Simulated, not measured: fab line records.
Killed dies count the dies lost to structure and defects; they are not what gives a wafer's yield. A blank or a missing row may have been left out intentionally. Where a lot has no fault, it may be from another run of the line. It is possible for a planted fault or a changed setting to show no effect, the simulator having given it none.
fab line records	flow sfq-line
record lots=14	wafers=42	last-day=89
route steps=325 shown M2@93
lots that met no fault: taken from a fault-free run of the same line
start-h: the number of hours between the record's first day and the start of the first shown wafer of the lot	wait-h: hours since the lot's step before	" as in the row above	L1.1+2: one row covering several wafers at once	- no value, or no start given	* or withheld: withheld	< > ~ a bound
route shown NAME@n: names a module that has steps shown in the file, with the first one's number in the route	usual: mean/standard deviation of fault-free wafers	same: alike in all rows	chamber/n: place in a boat	sites: the reading at each site	_std_site: the values' standard deviation	_edge_site: inner sites' mean taken away from outer sites' mean	radius-mm: for every site, how far away it sits from the centre of the wafer	mask NAME#n: copy n	behind: the most recent tool/chamber to have shaped the wafer	hold: cause of the lot's hold/its duration in hours/its outcome	device: which transistor (n, p or np) failed to switch	end of line: the route-end tests of the same wafers	a step with no rows: only its recipe	killed: dies that structure and defects cost at the first sort, which is not the same as the wafer's yield	map: per-die view of a wafer (x killed, . not killed, _ where there is no die)
set.NAME: the setting as run; set.NAME@STEP: as run at that earlier step	model.NAME: the simulator's own value behind a step, which no gauge read
steps of the route over a sample of lots; a table a step, a row a wafer
## steps
# step SFQ_TRILAYER_M2_LITHO_COAT_057
# recipe resist=KrF	spin-rpm=3000	resist-thk-nm=600
# usual dispense-pressure-kPa=50/4.6	spin-speed-rpm=3000.4/2.2
lot.wafer	tool	chamber	start-h	wait-h	dispense-pressure-kPa	spin-speed-rpm
L107.1	litho-track-04	0	354.23	0.2	54	3002.0
L107.2	"	0	"	"	54	3003.5
L107.6	"	0	"	"	54	3003.1
L110.1	litho-track-02	0	380.18	0.2	48	2998.9
L110.5	"	0	"	"	48	3001.3
L110.6	"	0	"	"	48	3002.1
L111.3	litho-track-04	0	388.68	0.2	54	3001.6
L111.4	"	0	"	"	54	2997.7
L111.6	"	0	"	"	54	3000.9
L112.1	litho-track-04	0	406.90	0.2	54	3252.7
L112.3	"	0	"	"	54	3252.1
L112.4	"	0	"	"	54	3249.6
L113.1	litho-track-01	0	422.56	0.2	43	2999.5
L113.2	"	0	"	"	43	2998.9
L113.4	"	0	"	"	43	3005.1
L114.4	litho-track-04	0	427.72	0.2	54	3249.4
L114.5	"	0	"	"	54	3247.3
L114.6	"	0	"	"	54	3249.5
L121.1	litho-track-01	0	499.04	0.2	43	3006.4
L121.5	"	0	"	"	43	3003.4
L121.6	"	0	"	"	43	3002.2
L122.2	litho-track-02	0	513.49	0.2	48	3000.8
L122.4	"	0	"	"	48	2997.2
L122.6	"	0	"	"	48	3000.2
L123.2	litho-track-04	0	518.47	0.2	54	2998.7
L123.3	"	0	"	"	54	2999.0
L123.5	"	0	"	"	54	2999.6
L124.1	litho-track-04	0	532.64	0.2	54	3000.5
L124.4	"	0	"	"	54	2999.7
L124.5	"	0	"	"	54	2999.0
L125.2	litho-track-04	0	536.29	0.2	54	3001.2
L125.4	"	0	"	"	54	3000.8
L125.6	"	0	"	"	54	3004.6
L128.1	litho-track-04	0	565.37	0.2	54	3000.4
L128.3	"	0	"	"	54	2998.1
L128.6	"	0	"	"	54	2996.9
L129.1	litho-track-02	0	577.40	0.2	48	3002.1
L129.3	"	0	"	"	48	3005.5
L129.4	"	0	"	"	48	3004.7
L130.2	litho-track-04	0	585.82	0.2	54	3000.2
L130.4	"	0	"	"	54	3001.3
L130.5	"	0	"	"	54	2997.2
## key
first-sign step=SFQ_TRILAYER_M2_LITHO_COAT_057	reading=spin-speed-rpm	direction=up	sigmas=99+	usual=3000.4	struck=3250.1
effect none on later readings
met-at SFQ_TRILAYER_M2_LITHO_COAT_057
struck-lots L112,L114
onset-between 388.68 406.90
fault kind=process-parameter-drift	tool=litho-track-04	chamber=-	onset-h=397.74	steps=SFQ_TRILAYER_M2_LITHO_COAT_057	channel=spin-rpm	offset=251.16	shape=step	end-h=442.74	acts-in=these-recipes-only	stated=3000
